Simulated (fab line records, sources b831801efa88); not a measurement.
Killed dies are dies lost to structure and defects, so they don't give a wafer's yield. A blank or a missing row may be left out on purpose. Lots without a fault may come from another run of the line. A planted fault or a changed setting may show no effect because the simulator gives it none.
Which tool did it? | flow gf180mcu | 14 lots, 42 wafers sampled, at 3 steps of a route of 602

WHAT THE GAUGES READ, wafer by wafer
GF_DUAL_GATE_THK_MEAS_03.
lot  | measured     | on            | DUAL_GATE_OXIDATION_00_THK (nm)
L978 | day 7 16:15  | film_metro-02 | 11.00 10.84 10.92
L981 | day 8 14:17  | film_metro-02 | 11.22 11.23 10.99
L982 | day 8 22:17  | film_metro-04 | 10.76 10.64 10.62
L983 | day 9 05:59  | film_metro-04 | 10.76 10.94 10.74
L985 | day 10 00:40 | film_metro-01 | 10.30 10.39 10.58
L986 | day 10 05:34 | film_metro-01 | 10.71 10.57 10.73
L991 | day 11 11:56 | film_metro-04 | 10.49 10.43 10.38
L992 | day 11 20:52 | film_metro-01 | 10.90 10.79 10.75
L993 | day 12 01:46 | film_metro-01 | 10.46 10.57 10.63
L995 | day 12 13:58 | film_metro-01 | 10.61 10.77 10.79
L997 | day 13 03:02 | film_metro-04 | 10.93 10.77 10.89
L998 | day 13 09:58 | film_metro-04 | 10.67 10.65 10.48
L999 | day 13 16:53 | film_metro-01 | 10.76 10.76 10.77
L100 | day 14 00:24 | film_metro-02 | 10.71 10.68 10.75

GF_DUAL_GATE_OVL_MEAS_11.
lot  | measured     | on         | DUAL_GATE_OVL (nm)
L978 | day 8 08:53  | overlay-01 | 0.6 1.3 0.6
L981 | day 9 06:53  | overlay-02 | -1.4 -1.4 0.1
L982 | day 9 15:05  | overlay-01 | -1.1 -1.8 -2.2
L983 | day 9 23:20  | overlay-02 | -0.4 -1.3 -1.4
L985 | day 10 18:32 | overlay-02 | 2.5 1.3 -0.2
L986 | day 11 00:09 | overlay-02 | 0.9 1.3 1.3
L991 | day 12 07:20 | overlay-02 | -0.6 -0.6 -1.6
L992 | day 12 15:56 | overlay-02 | -0.6 -1.0 -0.6
L993 | day 12 20:47 | overlay-01 | -1.7 -2.7 -2.1
L995 | day 13 09:59 | overlay-01 | -1.4 -0.1 0.8
L997 | day 13 23:35 | overlay-01 | -1.3 0.1 -1.0
L998 | day 14 06:08 | overlay-01 | -2.1 -2.7 -3.2
L999 | day 14 13:14 | overlay-01 | -0.6 -1.8 0.7
L100 | day 14 20:59 | overlay-02 | -0.4 -1.0 -0.4

GF_POLY_GATE_OVL_MEAS_11.
lot  | measured     | on         | POLY_GATE_OVL (nm)
L978 | day 9 06:03  | overlay-01 | 0 0 0
L981 | day 10 05:58 | overlay-02 | 7 4 8
L982 | day 10 11:57 | overlay-02 | -8 2 3
L983 | day 10 23:01 | overlay-01 | 1 0 0
L985 | day 11 17:50 | overlay-01 | 4 5 4
L986 | day 12 00:22 | overlay-01 | -3 -2 -9
L991 | day 13 08:21 | overlay-02 | 0 6 11
L992 | day 13 15:38 | overlay-01 | 5 -1 -1
L993 | day 13 21:24 | overlay-02 | -11 -9 -10
L995 | day 14 09:29 | overlay-02 | 2 -1 -3
L997 | day 15 00:16 | overlay-02 | -7 -4 -9
L998 | day 15 08:00 | overlay-02 | 2 3 0
L999 | day 15 14:37 | overlay-02 | -1 3 1
L100 | day 15 22:05 | overlay-02 | -3 -11 3

WHICH TOOL RAN EACH LOT (tool, then ch and the chambers of the sampled wafers, then the start)
The record holds no process step before these readings.

WHAT THE TOOLS THEMSELVES READ (means of the sampled wafers that have a number; where no wafer has one, the mark that the record gives instead)
The record holds no such reading with a usual standard deviation.

THE ANSWER, worked out from the rows above alone
Rule: what is usual is taken from the lots themselves. Put in order of their means at a reading, lots are off if they are a third of the lots or fewer, leave a main group of 4 or more, and stand apart from it by a gap of 3 or more times the standard deviation of the main group's means; of several such gaps the widest counts. A main group whose means are all the same, to the digits that the tables above print for the reading, isn't used. A lot without any number at a reading at which 4 lots or more have one is off too. The other lots that the step has rows for count as sound. The gauges are gone through in route order, then the tools' own readings, and for those a lot's mean is taken as printed above. The first step at which some lot is off is used, and at that step the reading that is off furthest; a lot without a number counts as furthest.
No lot is off at any reading shown: from this, nothing can be told.

WHAT THE SIMULATOR HAD PUT IN
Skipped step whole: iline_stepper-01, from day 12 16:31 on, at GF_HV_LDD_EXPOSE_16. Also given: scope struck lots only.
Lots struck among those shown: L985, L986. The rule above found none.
